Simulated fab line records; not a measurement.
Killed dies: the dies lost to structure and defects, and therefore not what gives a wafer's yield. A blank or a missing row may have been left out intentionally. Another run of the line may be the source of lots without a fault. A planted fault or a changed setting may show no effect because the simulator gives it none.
A lot that was struck, set against a sound lot :: flow sky130 :: 15 out of 708 route steps
Sound: these wafers, L275.1, L275.5, L275.6. Wafers struck: L291.3, L291.5, L291.6. The cause is given at the end.
Order at every step that has rows: each side's tool, ch and its chambers, its first start. Under that, the readings that differ: sound wafers :: struck wafers :: difference of the means :: sigmas: that difference in standard deviations of wafers without a fault.
alike: readings whose means differ by less than 2 such deviations, and words and numbers that are the same on both sides. not compared: withheld readings, readings that some wafer has no value for, bounds like >300 that may hide the same value, and numbers for which the record gives no deviation and whose values overlap.
Wherever a step has rows on one side only, a row that says differs or no value, or a row with sigmas, the two part there. Numbers that don't overlap but have no deviation are shown without sigmas and don't part them. A reading missing from all wafers of one side parts the sides only when that side holds two or more wafers.

first, 5 steps without rows for these wafers: SKY_METAL3_COAT_08 (resist thk 1140 nm); SKY_METAL3_SOFTBAKE_09 (time 90 s); SKY_METAL3_EXPOSE_10 (exposes mask MM3, target cd 300 nm); SKY_METAL3_PEB_11; SKY_METAL3_DEVELOP_12 (develop time 60 s).
SKY_METAL3_CD_MEAS_13 targets a cd of 300 nm.
  sound on cdSem-02 at day 39 08:59; struck on cdSem-02 at day 43 14:41
  alike: cdNm
SKY_METAL3_OVL_MEAS_14:
  sound on overlay-02 at day 39 09:06; struck on overlay-02 at day 43 14:46
  alike: METAL3_OVL
SKY_METAL3_DESCUM_15: chemistry O2, time 8 s.
  sound on rieMetal-02 ch 0,1, day 39 09:08; struck on rieMetal-02 ch 0,1, day 43 14:48
  alike: drypumpMotorCurrentA, heBacksideLeakSccm, oesProductAu
  not compared: rfHoursCounterH
SKY_METAL3_ETCH_16: etches BARC in N2/H2, stops on SiO2, time 88.2 s, target depth 60 nm.
  sound on rieMetal-02 ch 0,1, day 39 09:10; struck on rieMetal-02 ch 0,1, day 43 14:52
  alike: drypumpMotorCurrentA, heBacksideLeakSccm, oesProductAu, throttleValvePct
  not compared: rfHoursCounterH
SKY_METAL3_ETCH_17: etches SiO2 in C4F8/O2/Ar, stops on TiN, time 3.9 s, target depth 15 nm.
  sound on rieDiel-01 ch 1,2,3, day 39 09:16; struck on rieDiel-02 ch 0,3, day 43 14:55
  alike: oesProductAu
  not compared: rfHoursCounterH
SKY_METAL3_METAL_ETCH_18: etches the open film in Cl2/BCl3, stops on SiO2, target depth 845 nm, time 183.1 s.
  sound on rieMetal-04 ch 0,1, day 39 09:17; struck on rieMetal-03 ch 0,1, day 43 15:00
  alike: drypumpMotorCurrentA, heBacksideLeakSccm, oesProductAu, throttleValvePct
  not compared: rfHoursCounterH
SKY_METAL3_STRIP_19: strips in O2/N2.
  sound on plasmaAsher-03 ch 0,1, day 39 09:28; struck on plasmaAsher-03 ch 0,1, day 43 15:09
  alike: chamberPressureMTorr, drypumpMotorCurrentA, oesProductAu, stripTimeToEndpointS
  not compared: rfHoursCounterH
SKY_METAL3_STRIP_20: strips in post etch residue remover, time 1200 s.
  sound on wetBench-03 ch 0, day 39 09:34; struck on wetBench-03 ch 1, day 43 15:13
  no value came back on the struck wafers for bathGuardTempC (C), bathHeatDutyPct (%); on the sound wafers bathGuardTempC (C) reads 73.1 72.9 73.1
then, 1 step without rows for these wafers: SKY_METAL3_CLEAN_21 (cleans in IPA, time 180 s).
-- the record jumps here: 6 days lie between the struck wafers' starts before and after (it left off in module METAL3 and takes up again in module PAD_OPEN, whose first step shown is number 708 of the route) --
SKY_PAD_OPEN_PROBE_99:
  sound on prober-01 at day 46 12:53; struck on prober-01 at day 49 21:20
reading: model.etest.via3Chain.rcOhm
sound: 9.572 9.776 9.377
struck: 10.01 10.94 10.22
difference: +0.82
sigmas: 

reading: model.etest.met3Comb.leakLog10AUm
sound: -11.96 -11.94 -12.09
struck: -11.54 -11.58 -11.47
difference: +0.47
sigmas: 
  alike: defectLimitedYield, killed_at_M0_to_M3, killed_at_M4_up, killedAtContacts, killedAtFrontEnd, killedAtOther, killedDies, killedOpen, killedShort, sort_bin_3_pad_short, sort_bin_5_function, sort_bin_6_memory, sortNPass, sortYieldPct

WHERE THEY PART
SKY_METAL3_STRIP_20 only, going by this record. Later steps at which nothing parts them and some readings are alike: SKY_PAD_OPEN_PROBE_99.

WHY: whatever the simulator had introduced
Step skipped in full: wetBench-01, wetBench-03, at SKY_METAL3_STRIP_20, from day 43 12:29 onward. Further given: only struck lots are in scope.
